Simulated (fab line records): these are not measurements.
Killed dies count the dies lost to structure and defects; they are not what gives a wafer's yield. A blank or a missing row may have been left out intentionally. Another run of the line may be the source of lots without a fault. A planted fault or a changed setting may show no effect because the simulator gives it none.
Matching of chambers + flow gf180mcu + cmp-02 running GF_V4_CMP_04: 4 sister chambers
The step polishes SiO2. 8 wafers are shown with their chamber, then 9 later ones without.

WAFERS WITH THEIR CHAMBER
| wafer  | chamber | motorCurrentA (A) | timeToEndpointS (s) |
|--------|---------|-------------------|---------------------|
| L609.4 | 1       | 11.2              | 78                  |
| L612.5 | 1       | 12.3              | 79                  |
| L616.1 | 2       | 13.3              | 70                  |
| L616.4 | 3       | 13.7              | 79                  |
| L616.5 | 3       | 14.8              | 75                  |
| L619.1 | 2       | 13.1              | 77                  |
| L619.3 | 0       | 10.9              | 82                  |
| L619.5 | 0       | 10.8              | 83                  |

WAFERS WHOSE CHAMBER IS MISSING
| wafer  | motorCurrentA (A) | timeToEndpointS (s) |
|--------|-------------------|---------------------|
| L620.3 | 12.0              | 77                  |
| L620.4 | 10.7              | 83                  |
| L620.5 | 14.7              | 77                  |
| L622.1 | 14.4              | 81                  |
| L622.2 | 13.3              | 75                  |
| L622.6 | 10.4              | 86                  |
| L624.1 | 12.0              | 72                  |
| L624.2 | 10.3              | 80                  |
| L624.6 | 11.6              | 78                  |

CHAMBER TAKEN BY EACH
| wafer  | from the rows above          | in truth |
|--------|------------------------------|----------|
| L620.3 | can't be placed: 1 or 2      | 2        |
| L620.4 | 0                            | 0        |
| L620.5 | 3                            | 3        |
| L622.1 | can't be placed: 3 or 2      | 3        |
| L622.2 | can't be placed: 2 or 3      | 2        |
| L622.6 | 0                            | 0        |
| L624.1 | can't be placed: 2 or 1 or 0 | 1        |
| L624.2 | can't be placed: 0 or 1      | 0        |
| L624.6 | can't be placed: 1 or 0      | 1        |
Correct placement for 3 of the 9. Unplaceable from these rows: 6, with the true chamber sitting among the candidates in 6. 0 placed wrongly.
How it was worked out, from the rows above alone: a wafer's distance from a chamber is the root of the sum, over the readings, of the square of ((its reading less the chamber's mean) divided by the reading's scatter). If the next closest chamber is less than 2 further off than the closest, the wafer can't be placed; otherwise it belongs to the closest. The mean given for a chamber averages the wafers shown for that chamber. The scatter: take each reading less its chamber's mean, square it, sum over the shown wafers, divide by the number of wafers less the number of chambers, and take the root.
